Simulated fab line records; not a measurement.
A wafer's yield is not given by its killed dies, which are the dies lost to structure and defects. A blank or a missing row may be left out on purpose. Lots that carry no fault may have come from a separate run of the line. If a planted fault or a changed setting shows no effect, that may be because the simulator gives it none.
A struck lot beside a sound one / flow gf180mcu / 16 steps out of a route of 602
Sound: wafers L982.2, L982.4, L982.5. Struck: wafers L996.2, L996.3, L996.5. Last of all comes the cause.
Order at every step that has rows: each side's tool, ch and its chambers, its first start. Under that, the readings that differ: sound wafers / struck wafers / difference of the means / sigmas: that difference in standard deviations of wafers without a fault.
alike: readings with means less than 2 such deviations apart, plus words and numbers identical on both sides. not compared: withheld readings, readings lacking a value on some wafer, bounds such as >300 that could conceal the same value, and numbers that have no deviation in the record and whose values overlap.
Wherever a step has rows on one side only, a row that says differs or no value, or a row with sigmas, the two part there. Non-overlapping numbers with no deviation appear without sigmas and do not part them. Lack of a reading on every wafer of one side parts them only where that side has two or more wafers.

first, 4 steps without rows for these wafers: GF_DNWELL_EXPOSE_04 (exposes mask DNWELL, target cd 1700 nm); GF_DNWELL_PEB_05; GF_DNWELL_DEVELOP_06 (develop time 60 s); GF_DNWELL_IMPLANT_07.
GF_DNWELL_STRIP_08: strips in O2/N2.
  sound on plasmaAsher-04 ch 0,1, day 3 15:43; struck on plasmaAsher-03 ch 0,1, day 6 12:50
  alike: drypumpMotorCurrentA, heaterPowerW, oesProductAu, stripTimeToEndpointS
  not compared: rfHoursCounterH
GF_DNWELL_TW_MEAS_09:
  sound: filmMetro-02 at day 3 15:49; struck: filmMetro-03 at day 6 12:56
reading=DNWELL_TW; sound=1344 1344 1345; struck=1384 1375 1380; difference=+35; sigmas=+4
then, 6 steps without rows for these wafers: GF_NWELL_DEHYDRATE_00 (time 60 s); GF_NWELL_HMDS_01 (prime time 60 s); GF_NWELL_COAT_02 (resist thk 3000 nm); GF_NWELL_SOFTBAKE_03; GF_NWELL_EXPOSE_04 (exposes mask Nwell, target cd 860 nm); GF_NWELL_PEB_05.
GF_NWELL_DEVELOP_06: develop time 60 s.
  sound on lithoTrack-01 ch 0, day 4 04:00; struck on lithoTrack-02 ch 0, day 7 04:00
GF_NWELL_OVL_MEAS_07:
  sound: overlay-01 at day 4 04:26; struck: overlay-01 at day 7 04:33
reading=NWELL_OVL (nm); sound=1.2 1.5 1.2; struck=- - -; difference=no value on the struck wafers; sigmas=
next, for these wafers, 1 step has no rows: GF_NWELL_IMPLANT_08.
-- the record jumps here: 28 days lie between the struck wafers' starts before and after (it left off in module NWELL and takes up again in module PASSIVATION, whose first step shown is number 602 of the route) --
GF_PASSIVATION_PROBE_99:
  only the struck wafers here have rows in the record (prober-02, day 35 15:41); the sound ones have none

## WHERE THEY PART
First at GF_DNWELL_TW_MEAS_09; last, within this record, at GF_PASSIVATION_PROBE_99.

WHY: what had been put in by the simulator
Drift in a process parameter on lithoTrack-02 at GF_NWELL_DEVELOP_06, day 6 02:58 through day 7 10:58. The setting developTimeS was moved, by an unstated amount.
